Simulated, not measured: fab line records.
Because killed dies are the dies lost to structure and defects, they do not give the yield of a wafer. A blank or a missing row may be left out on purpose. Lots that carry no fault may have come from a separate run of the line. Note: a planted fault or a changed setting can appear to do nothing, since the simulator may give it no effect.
fab line records	flow sky130
[record] lots = 24	wafers = 72	last-day = 50
route steps=708 shown NWELL@81 VT_ADJUST_PCH@153 LI_CONTACT@364 LOCAL_INTERCONNECT@389 CONTACT@407 METAL1@439
lots that met no fault: from a run of the same line without faults
start-h: the number of hours between the record's first day and the start of the first shown wafer of the lot	wait-h: how many hours have passed since the lot's step before this one	" identical to the entry in the row above	L1.1+2: several wafers, shown together as one row	- value missing, or start not given	* or withheld: withheld	< > ~ a bound
route shown NAME@n: NAME is a module with steps in the file, n the number in the route of the first one	usual: mean and standard deviation over wafers with no fault	same: alike in all rows	chamber/n: place in a boat	sites: the reading at each site	_std_site: their standard deviation	_edge_site: inner sites' mean taken away from outer sites' mean	radius-mm: how far each site lies from the wafer's centre	mask NAME#n: copy n	behind: the last tool/chamber to shape the wafer	hold: why the lot was held/for how many hours/how that ended	device: names the non-switching transistor (n, p or np)	end of line: the tests these same wafers got at the end of their route	step lacking rows: just its recipe	killed: count of dies lost to structure and defects at first sort (not the wafer's yield)	map: a wafer's dies, x killed, . not, _ none there
set.NAME: setting as actually run; set.NAME@STEP: the setting as run at that earlier step	model.NAME: the simulator's own value behind a step, which no gauge read
route steps across a sampled set of lots; one table per step, one row per wafer
services: when a tool's chamber went out of use (start-h, in hours from the record's first day, below 0 if earlier), for how many hours, and the reason
[[steps]]
[step SKY_NWELL_RTA_28]
[recipe] temp-c = 1050	time-s = 30	idle-temp-c = 650	ramp-up-c-per-s = 150	ramp-down-c-per-s = 90	ambient = N2
[usual] lamp-power-pct = 25.31/0.056	wafer_temp_C_max = 1054.9/0.97
lot.wafer	tool	chamber	start-h	wait-h	lamp-power-pct	wafer_temp_C_max
L074.2	rtp-anneal-01	0	107.69	0.0	25.25	1056.0
L074.4	"	0	"	"	25.31	1055.1
L074.6	"	0	"	"	25.28	1055.1
L075.2	rtp-anneal-02	0	111.89	0.0	25.29	1053.9
L075.4	"	0	"	"	25.37	1053.8
L075.6	"	0	"	"	25.38	1053.0
L076.2	rtp-anneal-01	0	114.49	0.0	25.28	1054.6
L076.3	"	0	"	"	25.22	1054.2
L076.5	"	0	"	"	25.27	1054.2
L077.1	rtp-anneal-01	0	120.52	0.0	25.33	1055.0
L077.3	"	0	"	"	25.38	1057.1
L077.5	"	0	"	"	25.36	1055.1
L078.1	rtp-anneal-02	0	129.73	0.0	25.36	1055.6
L078.4	"	0	"	"	25.25	1055.2
L078.6	"	0	"	"	25.31	1053.8
L079.2	rtp-anneal-02	0	133.86	0.0	25.41	1054.1
L079.3	"	0	"	"	25.24	1054.3
L079.6	"	0	"	"	25.36	1054.8
L080.1	rtp-anneal-02	0	139.08	0.0	25.26	1053.8
L080.4	"	0	"	"	25.33	1056.5
L080.5	"	0	"	"	25.31	1053.8
L081.3	rtp-anneal-01	0	145.66	0.0	25.30	1054.2
L081.5	"	0	"	"	25.27	1053.9
L081.6	"	0	"	"	25.40	1055.3
L082.1	rtp-anneal-02	0	151.93	0.0	25.29	1053.8
L082.2	"	0	"	"	25.25	1053.4
L082.4	"	0	"	"	25.34	1054.7
L083.2	rtp-anneal-01	0	158.44	0.0	25.31	1054.1
L083.4	"	0	"	"	25.24	1054.8
L083.5	"	0	"	"	25.36	1055.4
L084.3	rtp-anneal-02	0	162.02	0.0	25.32	1056.4
L084.4	"	0	"	"	25.39	1053.7
L084.5	"	0	"	"	25.28	1054.9
L085.2	rtp-anneal-01	0	170.00	0.0	25.30	1054.5
L085.3	"	0	"	"	25.42	1056.2
L085.4	"	0	"	"	25.37	1056.1
L086.1	rtp-anneal-02	0	174.88	0.0	25.22	1055.3
L086.2	"	0	"	"	25.42	1056.6
L086.3	"	0	"	"	25.45	1054.4
L087.2	rtp-anneal-02	0	180.89	0.0	25.18	1054.9
L087.4	"	0	"	"	25.44	1054.6
L087.6	"	0	"	"	25.30	1055.0
L088.3	rtp-anneal-01	0	187.32	0.0	25.24	1053.6
L088.4	"	0	"	"	25.41	1055.7
L088.6	"	0	"	"	25.24	1056.2
L089.1	rtp-anneal-01	0	196.03	0.0	25.34	1055.4
L089.4	"	0	"	"	25.26	1054.6
L089.5	"	0	"	"	25.24	1055.5
L090.2	rtp-anneal-01	0	203.91	0.0	25.25	1054.9
L090.3	"	0	"	"	25.31	1056.0
L090.4	"	0	"	"	25.33	1053.9
L091.1	rtp-anneal-02	0	208.59	0.0	25.32	1054.0
L091.2	"	0	"	"	25.33	1054.9
L091.6	"	0	"	"	25.37	1054.9
L092.1	rtp-anneal-02	0	214.54	0.0	25.32	1055.5
L092.3	"	0	"	"	25.30	1055.2
L092.6	"	0	"	"	25.33	1054.0
L093.1	rtp-anneal-01	0	222.37	0.0	25.27	1055.0
L093.2	"	0	"	"	25.25	1054.6
L093.4	"	0	"	"	25.33	1053.8
L094.2	rtp-anneal-02	0	228.84	0.0	25.33	1053.8
L094.5	"	0	"	"	25.30	1056.8
L094.6	"	0	"	"	25.29	1054.4
L095.3	rtp-anneal-01	0	230.41	0.0	25.31	1056.0
L095.4	"	0	"	"	25.31	1054.4
L095.5	"	0	"	"	25.32	1054.6
L096.1	rtp-anneal-02	0	238.23	0.0	25.38	1054.2
L096.4	"	0	"	"	25.28	1056.2
L096.6	"	0	"	"	25.32	1055.1
L097.2	rtp-anneal-01	0	244.06	0.0	25.28	1054.9
L097.5	"	0	"	"	25.34	1055.2
L097.6	"	0	"	"	25.34	1054.3
[step SKY_VT_ADJUST_PCH_TW_MEAS_10]
[usual] VT_ADJUST_PCH_TW = 143.7/0.96
lot.wafer	tool	chamber	start-h	wait-h	VT_ADJUST_PCH_TW
L074.2	film-metro-04	-	229.84	0.1	143.1
L074.4	"	-	"	"	143.6
L074.6	"	-	"	"	143.9
L075.2	film-metro-04	-	234.02	0.1	143.8
L075.4	"	-	"	"	143.9
L075.6	"	-	"	"	143.0
L076.2	film-metro-04	-	238.44	0.1	144.4
L076.3	"	-	"	"	144.1
L076.5	"	-	"	"	143.9
L077.1	film-metro-03	-	245.23	0.1	143.8
L077.3	"	-	"	"	143.7
L077.5	"	-	"	"	143.7
L078.1	film-metro-03	-	256.18	0.1	142.9
L078.4	"	-	"	"	143.3
L078.6	"	-	"	"	143.5
L079.2	film-metro-04	-	264.38	0.1	142.0
L079.3	"	-	"	"	142.6
L079.6	"	-	"	"	142.8
L080.1	film-metro-04	-	269.58	0.1	142.2
L080.4	"	-	"	"	143.2
L080.5	"	-	"	"	142.2
L081.3	film-metro-02	-	278.84	0.1	145.0
L081.5	"	-	"	"	145.6
L081.6	"	-	"	"	144.7
L082.1	film-metro-04	-	285.96	0.1	142.2
L082.2	"	-	"	"	142.3
L082.4	"	-	"	"	142.1
L083.2	film-metro-04	-	292.98	0.1	143.7
L083.4	"	-	"	"	143.8
L083.5	"	-	"	"	143.7
L084.3	film-metro-03	-	300.18	0.1	143.7
L084.4	"	-	"	"	143.6
L084.5	"	-	"	"	143.9
L085.2	film-metro-02	-	308.02	0.1	144.0
L085.3	"	-	"	"	144.0
L085.4	"	-	"	"	144.3
L086.1	film-metro-03	-	315.73	0.1	144.4
L086.2	"	-	"	"	143.5
L086.3	"	-	"	"	144.1
L087.2	film-metro-03	-	320.78	0.1	144.2
L087.4	"	-	"	"	144.2
L087.6	"	-	"	"	145.1
L088.3	film-metro-04	-	331.74	0.1	142.2
L088.4	"	-	"	"	142.4
L088.6	"	-	"	"	141.7
L089.1	film-metro-03	-	342.38	0.1	143.6
L089.4	"	-	"	"	143.0
L089.5	"	-	"	"	143.1
L090.2	film-metro-02	-	352.14	0.1	144.9
L090.3	"	-	"	"	145.5
L090.4	"	-	"	"	145.7
L091.1	film-metro-03	-	357.47	0.1	144.6
L091.2	"	-	"	"	143.1
L091.6	"	-	"	"	143.0
L092.1	film-metro-03	-	364.81	0.1	144.8
L092.3	"	-	"	"	144.8
L092.6	"	-	"	"	144.6
L093.1	film-metro-04	-	376.97	0.1	143.3
L093.2	"	-	"	"	143.0
L093.4	"	-	"	"	143.6
L094.2	film-metro-03	-	383.72	0.1	144.7
L094.5	"	-	"	"	144.6
L094.6	"	-	"	"	144.7
L095.3	film-metro-02	-	385.79	0.1	144.6
L095.4	"	-	"	"	144.6
L095.5	"	-	"	"	144.0
L096.1	film-metro-02	-	396.31	0.1	143.6
L096.4	"	-	"	"	144.2
L096.6	"	-	"	"	145.1
L097.2	film-metro-04	-	401.44	0.1	141.8
L097.5	"	-	"	"	143.4
L097.6	"	-	"	"	142.9
[step SKY_LI_CONTACT_CMP_02]
[recipe] material = PSG	down-force-psi = 4	platen-rpm = 60	pad-velocity-m-s = 0.94248
[usual] edge-zone-pressure-frac = 0.999/0.0055	motor-current-A = 12.9/1.2	platen-rpm = 60.00/0.04	time-to-endpoint-s = 32.7/2.2
lot.wafer	tool	chamber	start-h	wait-h	edge-zone-pressure-frac	motor-current-A	platen-rpm	time-to-endpoint-s
L074.4	cmp-02	0	648.32	0.1	1.006	12.9	59.95	29.6
L074.2	"	1	"	"	0.992	11.6	60.05	33.8
L074.6	"	2	"	"	0.996	15.0	59.95	32.4
L075.4	cmp-02	0	657.67	0.1	1.002	13.3	60.02	31.9
L075.2	"	1	"	"	0.997	12.8	60.05	33.2
L075.6	"	2	"	"	1.012	14.6	59.97	30.6
L076.3	cmp-02	2	660.17	0.1	1.000	14.5	59.98	29.6
L076.2	"	3	"	"	0.997	12.6	59.99	31.6
L076.5	"	1	"	"	0.991	12.6	60.00	30.3
L077.3	cmp-02	2	669.56	0.0	1.001	13.9	60.02	32.8
L077.1	"	3	"	"	1.009	12.1	60.11	34.5
L077.5	"	2	"	"	0.995	14.4	60.03	33.6
L078.4	cmp-01	1	680.41	0.1	0.994	11.4	60.04	32.5
L078.1	"	2	"	"	1.008	11.1	60.05	33.1
L078.6	"	3	"	"	0.999	11.7	60.01	33.2
L079.2	cmp-02	1	684.87	0.1	1.006	12.3	60.02	32.5
L079.3	"	2	"	"	1.004	15.1	60.06	28.6
L079.6	"	1	"	"	1.009	12.0	60.06	30.7
L080.1	cmp-02	3	694.67	0.1	1.007	13.1	59.96	30.4
L080.4	"	1	"	"	0.995	12.3	59.99	29.0
L080.5	"	3	"	"	1.009	11.9	59.97	30.3
L081.3	cmp-02	2	706.92	0.1	0.996	14.4	60.01	30.0
L081.6	"	0	"	"	0.995	13.0	59.99	30.8
L081.5	"	1	"	"	1.009	12.5	59.98	32.4
L082.2	cmp-02	0	713.94	0.0	1.000	13.3	60.06	28.7
L082.1	"	2	"	"	1.002	14.7	60.02	28.3
L082.4	"	3	"	"	1.004	12.2	60.03	33.1
L083.2	cmp-02	2	723.67	0.0	0.995	14.3	59.98	32.8
L083.4	"	1	"	"	0.998	12.2	60.00	35.3
L083.5	"	3	"	"	0.999	11.6	60.05	35.6
L084.3	cmp-02	0	731.31	0.0	0.997	14.2	60.05	34.7
L084.4	"	3	"	"	1.008	11.9	60.00	32.1
L084.5	"	0	"	"	0.998	14.0	59.97	30.7
L085.4	cmp-02	0	740.21	0.0	0.991	13.7	60.02	31.1
L085.3	"	1	"	"	1.011	11.9	60.04	32.3
L085.2	"	3	"	"	0.992	11.7	59.96	34.2
L086.1	cmp-02	2	744.52	0.1	0.998	14.3	60.03	31.5
L086.3	"	0	"	"	1.002	14.1	59.98	33.8
L086.2	"	1	"	"	0.995	12.2	60.00	34.4
L087.2	cmp-01	0	752.97	0.0	1.010	14.2	60.03	33.2
L087.4	"	3	"	"	0.999	11.7	59.96	33.9
L087.6	"	1	"	"	0.992	11.4	60.00	33.3
L088.4	cmp-01	0	760.51	0.0	0.998	14.1	59.99	35.9
L088.3	"	2	"	"	1.010	11.5	60.02	34.9
L088.6	"	1	"	"	0.995	11.6	59.98	35.9
L089.4	cmp-01	0	769.17	0.1	0.997	13.8	60.00	36.3
L089.1	"	2	"	"	1.004	10.5	60.00	32.6
L089.5	"	0	"	"	0.993	14.4	59.97	38.7
L090.2	cmp-02	2	781.47	0.0	0.998	14.8	59.97	29.9
L090.4	"	0	"	"	1.000	14.1	59.91	29.8
L090.3	"	1	"	"	0.999	12.1	60.02	32.0
L091.2	cmp-01	2	784.97	0.0	1.003	10.7	59.98	35.2
L091.1	"	3	"	"	1.004	10.9	60.06	36.1
L091.6	"	3	"	"	1.001	11.3	59.99	35.4
L092.3	cmp-02	2	790.62	0.0	0.998	14.6	59.99	31.0
L092.1	"	1	"	"	1.003	12.0	60.01	30.8
L092.6	"	3	"	"	0.999	12.2	60.03	32.6
L093.1	cmp-02	2	802.23	0.1	1.002	13.9	60.02	32.0
L093.4	"	3	"	"	1.002	12.4	60.05	35.3
L093.2	"	0	"	"	1.000	13.0	60.02	31.1
L094.2	cmp-01	2	808.66	0.1	0.990	11.6	60.05	33.4
L094.5	"	1	"	"	0.996	11.8	60.11	32.6
L094.6	"	2	"	"	0.990	11.1	60.00	32.5
L095.4	cmp-02	3	821.01	0.1	1.004	12.4	59.97	33.7
L095.3	"	0	"	"	1.009	13.4	60.01	32.8
L095.5	"	2	"	"	0.993	14.3	59.96	29.8
L096.4	cmp-02	2	825.52	0.0	1.005	14.3	59.98	30.7
L096.1	"	1	"	"	0.984	12.5	60.03	34.4
L096.6	"	2	"	"	1.005	14.8	59.99	33.4
L097.2	cmp-02	0	830.26	0.2	0.998	13.6	60.01	29.8
L097.5	"	1	"	"	1.008	12.0	60.06	36.5
L097.6	"	2	"	"	1.006	14.3	59.99	35.4
[step SKY_LOCAL_INTERCONNECT_THK_MEAS_02]
[recipe] thk-meas-gauge = xrf	reads = TiN_of_LOCAL_INTERCONNECT_SPUTTER_00
[usual] LOCAL_INTERCONNECT_TIN_THK = 100.8/1.1
lot.wafer	tool	chamber	start-h	wait-h	LOCAL_INTERCONNECT_TIN_THK[nm]
L074.2	film-metro-01	-	678.29	0.1	101.7
L074.4	"	-	"	"	102.4
L074.6	"	-	"	"	102.7
L075.2	film-metro-03	-	688.19	0.1	99.4
L075.4	"	-	"	"	98.7
L075.6	"	-	"	"	98.5
L076.2	film-metro-01	-	690.61	0.1	101.9
L076.3	"	-	"	"	101.1
L076.5	"	-	"	"	101.5
L077.1	film-metro-03	-	699.34	0.1	99.8
L077.3	"	-	"	"	99.3
L077.5	"	-	"	"	99.6
L078.1	film-metro-03	-	710.43	0.1	101.4
L078.4	"	-	"	"	101.3
L078.6	"	-	"	"	101.2
L079.2	film-metro-01	-	714.64	0.1	99.6
L079.3	"	-	"	"	99.1
L079.6	"	-	"	"	98.7
L080.1	film-metro-04	-	723.68	0.1	101.2
L080.4	"	-	"	"	100.6
L080.5	"	-	"	"	101.7
L081.3	film-metro-01	-	736.30	0.1	100.7
L081.5	"	-	"	"	100.4
L081.6	"	-	"	"	101.7
L082.1	film-metro-04	-	743.14	0.1	99.8
L082.2	"	-	"	"	100.8
L082.4	"	-	"	"	101.4
L083.2	film-metro-01	-	753.77	0.1	102.1
L083.4	"	-	"	"	101.3
L083.5	"	-	"	"	102.0
L084.3	film-metro-01	-	760.27	0.1	102.0
L084.4	"	-	"	"	102.5
L084.5	"	-	"	"	101.8
L085.2	film-metro-01	-	769.91	0.1	101.7
L085.3	"	-	"	"	100.9
L085.4	"	-	"	"	102.1
L086.1	film-metro-01	-	773.98	0.1	100.8
L086.2	"	-	"	"	100.7
L086.3	"	-	"	"	101.8
L087.2	film-metro-03	-	781.94	0.1	100.8
L087.4	"	-	"	"	100.0
L087.6	"	-	"	"	100.3
L088.3	film-metro-01	-	787.90	0.1	101.3
L088.4	"	-	"	"	101.7
L088.6	"	-	"	"	101.8
L089.1	film-metro-04	-	797.65	0.1	100.4
L089.4	"	-	"	"	101.3
L089.5	"	-	"	"	99.7
L090.2	film-metro-04	-	809.69	0.1	100.8
L090.3	"	-	"	"	100.1
L090.4	"	-	"	"	99.8
L091.1	film-metro-01	-	813.40	0.1	101.3
L091.2	"	-	"	"	100.7
L091.6	"	-	"	"	100.9
L092.1	film-metro-01	-	819.50	0.1	100.8
L092.3	"	-	"	"	100.8
L092.6	"	-	"	"	100.7
L093.1	film-metro-04	-	831.20	0.1	99.9
L093.2	"	-	"	"	100.2
L093.4	"	-	"	"	98.9
L094.2	film-metro-04	-	836.73	0.1	99.1
L094.5	"	-	"	"	98.9
L094.6	"	-	"	"	98.3
L095.3	film-metro-04	-	849.05	0.1	99.9
L095.4	"	-	"	"	102.3
L095.5	"	-	"	"	101.0
L096.1	film-metro-04	-	853.55	0.1	100.7
L096.4	"	-	"	"	100.8
L096.6	"	-	"	"	100.9
L097.2	film-metro-03	-	857.88	0.1	101.6
L097.5	"	-	"	"	101.0
L097.6	"	-	"	"	101.2
[step SKY_CONTACT_THK_MEAS_01]
[recipe] reads = Si3N4_of_CONTACT_CVD_00
[usual] CONTACT_CVD_00_THK = 75.2/0.86
lot.wafer	tool	chamber	start-h	wait-h	CONTACT_CVD_00_THK[nm]
L074.2	film-metro-02	-	707.59	-	74.3
L074.4	"	-	"	"	75.2
L074.6	"	-	"	"	75.5
L075.2	film-metro-01	-	717.85	-	74.5
L075.4	"	-	"	"	75.9
L075.6	"	-	"	"	75.7
L076.2	film-metro-02	-	719.07	-	74.0
L076.3	"	-	"	"	75.0
L076.5	"	-	"	"	74.6
L077.1	film-metro-02	-	727.69	-	75.1
L077.3	"	-	"	"	75.2
L077.5	"	-	"	"	76.7
L078.1	film-metro-01	-	739.09	-	74.9
L078.4	"	-	"	"	76.5
L078.6	"	-	"	"	75.7
L079.2	film-metro-03	-	743.15	-	74.0
L079.3	"	-	"	"	74.8
L079.6	"	-	"	"	75.6
L080.1	film-metro-01	-	752.19	-	73.5
L080.4	"	-	"	"	75.0
L080.5	"	-	"	"	75.0
L081.3	film-metro-03	-	764.15	-	73.8
L081.5	"	-	"	"	75.8
L081.6	"	-	"	"	75.6
L082.1	film-metro-02	-	771.03	-	75.6
L082.2	"	-	"	"	74.7
L082.4	"	-	"	"	75.5
L083.2	film-metro-02	-	781.48	-	73.8
L083.4	"	-	"	"	75.4
L083.5	"	-	"	"	75.1
L084.3	film-metro-01	-	786.35	-	74.8
L084.4	"	-	"	"	75.8
L084.5	"	-	"	"	75.6
L085.2	film-metro-01	-	797.89	-	76.1
L085.3	"	-	"	"	76.7
L085.4	"	-	"	"	77.0
L086.1	film-metro-03	-	801.23	-	75.1
L086.2	"	-	"	"	75.0
L086.3	"	-	"	"	74.5
L087.2	film-metro-01	-	808.94	-	74.1
L087.4	"	-	"	"	75.7
L087.6	"	-	"	"	75.2
L088.3	film-metro-01	-	815.40	-	74.9
L088.4	"	-	"	"	76.2
L088.6	"	-	"	"	76.6
L089.1	film-metro-02	-	825.46	-	73.9
L089.4	"	-	"	"	75.9
L089.5	"	-	"	"	75.6
L090.2	film-metro-01	-	837.09	-	74.6
L090.3	"	-	"	"	73.5
L090.4	"	-	"	"	75.6
L091.1	film-metro-01	-	839.68	-	75.7
L091.2	"	-	"	"	75.2
L091.6	"	-	"	"	76.4
L092.1	film-metro-02	-	846.75	-	74.2
L092.3	"	-	"	"	73.5
L092.6	"	-	"	"	74.5
L093.1	film-metro-02	-	857.78	-	74.7
L093.2	"	-	"	"	75.0
L093.4	"	-	"	"	74.8
L094.2	film-metro-02	-	863.29	-	75.4
L094.5	"	-	"	"	75.4
L094.6	"	-	"	"	76.4
L095.3	film-metro-03	-	875.81	-	74.8
L095.4	"	-	"	"	75.6
L095.5	"	-	"	"	76.2
L096.1	film-metro-01	-	880.68	-	74.3
L096.4	"	-	"	"	75.0
L096.6	"	-	"	"	75.8
L097.2	film-metro-02	-	884.90	-	73.3
L097.5	"	-	"	"	75.6
L097.6	"	-	"	"	75.9
[step SKY_METAL1_RS_MEAS_05]
[recipe] thk-meas-gauge = four-point-probe	reads = TiN_of_METAL1_SPUTTER_04+Ti_of_METAL1_SPUTTER_03+AlCu_of_METAL1_SPUTTER_02+TiN_of_METAL1_SPUTTER_01+Ti_of_METAL1_SPUTTER_00
[usual] METAL1_ALCU_RS = 0.1268/0.0011
lot.wafer	tool	chamber	start-h	wait-h	METAL1_ALCU_RS[ohm/sq]
L074.2	film-metro-02	-	737.22	0.0	0.1264
L074.4	"	-	"	"	0.1265
L074.6	"	-	"	"	0.1265
L075.2	film-metro-04	-	747.97	0.0	0.1272
L075.4	"	-	"	"	0.1266
L075.6	"	-	"	"	0.1259
L076.2	film-metro-01	-	748.66	0.1	0.1260
L076.3	"	-	"	"	0.1254
L076.5	"	-	"	"	0.1265
L077.1	film-metro-02	-	757.13	0.0	0.1271
L077.3	"	-	"	"	0.1255
L077.5	"	-	"	"	0.1256
L078.1	film-metro-01	-	768.85	0.0	0.1273
L078.4	"	-	"	"	0.1284
L078.6	"	-	"	"	0.1281
L079.2	film-metro-01	-	772.87	0.0	0.1244
L079.3	"	-	"	"	0.1245
L079.6	"	-	"	"	0.1240
L080.1	film-metro-04	-	782.19	0.0	0.1269
L080.4	"	-	"	"	0.1265
L080.5	"	-	"	"	0.1265
L081.3	film-metro-01	-	792.85	0.1	0.1273
L081.5	"	-	"	"	0.1261
L081.6	"	-	"	"	0.1263
L082.1	film-metro-01	-	799.59	0.0	0.1269
L082.2	"	-	"	"	0.1262
L082.4	"	-	"	"	0.1271
L083.2	film-metro-02	-	809.97	0.0	0.1274
L083.4	"	-	"	"	0.1289
L083.5	"	-	"	"	0.1270
L084.3	film-metro-04	-	814.99	0.1	0.1271
L084.4	"	-	"	"	0.1273
L084.5	"	-	"	"	0.1266
L085.2	film-metro-01	-	827.02	0.0	0.1279
L085.3	"	-	"	"	0.1279
L085.4	"	-	"	"	0.1284
L086.1	film-metro-02	-	829.93	0.0	0.1273
L086.2	"	-	"	"	0.1277
L086.3	"	-	"	"	0.1275
L087.2	film-metro-04	-	837.26	0.0	0.1265
L087.4	"	-	"	"	0.1278
L087.6	"	-	"	"	0.1266
L088.3	film-metro-01	-	843.87	0.1	0.1251
L088.4	"	-	"	"	0.1252
L088.6	"	-	"	"	0.1254
L089.1	film-metro-04	-	854.56	0.0	0.1275
L089.4	"	-	"	"	0.1297
L089.5	"	-	"	"	0.1302
L090.2	film-metro-04	-	864.78	0.0	0.1273
L090.3	"	-	"	"	0.1272
L090.4	"	-	"	"	0.1278
L091.1	film-metro-01	-	868.25	0.0	0.1265
L091.2	"	-	"	"	0.1251
L091.6	"	-	"	"	0.1265
L092.1	film-metro-02	-	875.11	0.0	0.1277
L092.3	"	-	"	"	0.1276
L092.6	"	-	"	"	0.1287
L093.1	film-metro-02	-	886.05	0.0	0.1277
L093.2	"	-	"	"	0.1281
L093.4	"	-	"	"	0.1279
L094.2	film-metro-04	-	890.92	0.0	0.1260
L094.5	"	-	"	"	0.1272
L094.6	"	-	"	"	0.1265
L095.3	film-metro-04	-	904.40	0.1	0.1265
L095.4	"	-	"	"	0.1260
L095.5	"	-	"	"	0.1250
L096.1	film-metro-01	-	908.42	0.0	0.1260
L096.4	"	-	"	"	0.1266
L096.6	"	-	"	"	0.1264
L097.2	film-metro-01	-	912.91	0.0	0.1273
L097.5	"	-	"	"	0.1274
L097.6	"	-	"	"	0.1268
[[services]]
tool	chamber	start-h	hours	kind
cmp-01	-	166.57	0.4	repair
cmp-02	-	194.79	0.8	repair
cmp-01	-	201.32	0.3	repair
cmp-02	-	228.66	0.6	repair
cmp-01	-	232.12	4.0	pm
cmp-02	-	291.18	0.4	repair
cmp-02	-	363.38	10.5	pm
cmp-02	-	374.34	5.9	pm
cmp-02	-	393.64	0.8	repair
cmp-02	-	404.42	0.3	repair
cmp-02	-	407.79	4.0	pm
rtp-anneal-02	-	489.61	3.4	pm
cmp-02	-	491.16	3.5	pm
cmp-02	-	565.21	1.5	repair
cmp-02	-	628.71	7.2	repair
cmp-02	-	630.65	11.1	repair
cmp-02	-	636.87	2.0	repair
cmp-02	-	643.07	0.9	repair
cmp-02	-	672.73	0.5	repair
cmp-02	-	699.47	4.5	repair
rtp-anneal-01	-	721.78	5.7	pm
cmp-02	-	747.81	4.0	pm
cmp-02	-	747.87	26.6	repair
cmp-02	-	811.84	2.3	repair
[[key]]
fault none
